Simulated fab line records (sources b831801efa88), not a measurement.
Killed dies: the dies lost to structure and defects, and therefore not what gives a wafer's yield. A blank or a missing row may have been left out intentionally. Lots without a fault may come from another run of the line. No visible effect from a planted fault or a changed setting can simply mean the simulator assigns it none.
A lot that was struck, set against a sound lot -- flow gf180mcu -- 14 out of 602 route steps
Sound: wafers L717.1, L717.2, L717.4. Struck: wafers L726.1, L726.2. (L726.6 of the same lot was not struck and is left out.) The cause comes at the end.
Order at every step that has rows: each side's tool, ch and its chambers, its first start. Under that, the readings that differ: sound wafers -- struck wafers -- difference of the means -- sigmas: that difference in standard deviations of wafers without a fault.
alike: readings whose means differ by less than 2 such deviations, and words and numbers that are the same on both sides. not compared: withheld readings, readings that some wafer has no value for, bounds like >300 that may hide the same value, and numbers for which the record gives no deviation and whose values overlap.
A row with sigmas, a row that says differs or no value, or rows on one side alone: a step with any of these is where the two part. Numbers that don't overlap but have no deviation are shown without sigmas and don't part them. A reading missing from all wafers of one side parts the sides only when that side holds two or more wafers.

GF_V4_CD_MEAS_14: target cd 260 nm.
  sound on cdSem-01, day 24 18:51; struck on cdSem-02, day 28 06:33
  alike: cdNm
GF_V4_OVL_MEAS_15:
  sound on overlay-02, day 24 18:58; struck on overlay-01, day 28 06:40
  alike: V4_OVL
GF_V4_ETCH_16: etches BARC in N2/H2.
  sound on rieDiel-04 ch 0,1,2, day 24 19:01; struck on rieDiel-03 ch 2,3, day 28 06:43
  alike: chamberPressureMTorr, drypumpMotorCurrentA, oesProductAu, throttleValvePct
GF_V4_ETCH_17: etches SiO2 in C4F8/O2/Ar, stops on TiN, target depth 630 nm.
  sound: rieDiel-04 ch 0,1,2; struck: rieDiel-03 ch 2,3
  alike: chamberPressureMTorr, oesProductAu
GF_V4_STRIP_18: strips in O2/N2.
  sound on plasmaAsher-03 ch 0,1, day 24 19:08; struck on plasmaAsher-03 ch 0,1, day 28 06:50
  alike: chamberPressureMTorr, drypumpMotorCurrentA, heaterPowerW, oesProductAu
  not compared: rfHoursCounterH
then, 3 steps without rows for these wafers: GF_V4_STRIP_19 (strips in post etch residue remover, time 1200 s); GF_V4_CLEAN_20 (cleans in DIW); GF_V4_SPUTTER_21 (material Ti, target thk 15 nm, time 80.02 s).
GF_V4_SPUTTER_22: material TiN, target thk 10 nm, time 40 s.
  sound on pvdSputter-03, day 24 19:44; struck on pvdSputter-04, day 28 07:26
  alike: throttleValvePct
GF_V4_CVD_23: deposits W, target thk 350 nm, time 104.9 s.
  sound on cvdW-02 ch 0,1, day 24 19:46; struck on cvdW-01 ch 0,1, day 28 07:28
  alike: chamberPressureTorr, heaterPowerOuterW, heaterPowerW, susceptorTempC
GF_V4_RS_MEAS_24: measures by four-point-probe.
  sound on filmMetro-04, day 24 19:53; struck on filmMetro-03, day 28 07:35
reading,sound,struck,difference,sigmas
V4_W_RS (ohm/sq),0.318 0.328 0.318,0.328 0.328,+0.007,+2
GF_V4_THK_MEAS_25: measures by xrf.
  sound on filmMetro-04, day 24 20:00; struck on filmMetro-03, day 28 07:42
  alike: V4_W_THK
GF_V4_CMP_26: polishes, stops on SiO2, t overpolish 15 s, target thk 0 nm.
  sound on cmp-02 ch 1,2,3, day 24 20:11; struck on cmp-02 ch 1,2, day 28 07:46
reading,sound,struck,difference,sigmas
overpolishRunS (s),14.997 14.997 14.997,0.040 0.049,-14.953,-99 or more
timeToEndpointS (s),95.4 88.5 87.5,129.4 129.7,+39.1,+13
  alike: motorCurrentA, platenRpm
then, 1 step without rows for these wafers: GF_MIM_SPUTTER_00 (material Ti, target thk 37.5 nm, time 150 s).

WHERE THEY PART
At GF_V4_RS_MEAS_24 first; at GF_V4_CMP_26 last (within this record only).

WHY: the cause the simulator had injected
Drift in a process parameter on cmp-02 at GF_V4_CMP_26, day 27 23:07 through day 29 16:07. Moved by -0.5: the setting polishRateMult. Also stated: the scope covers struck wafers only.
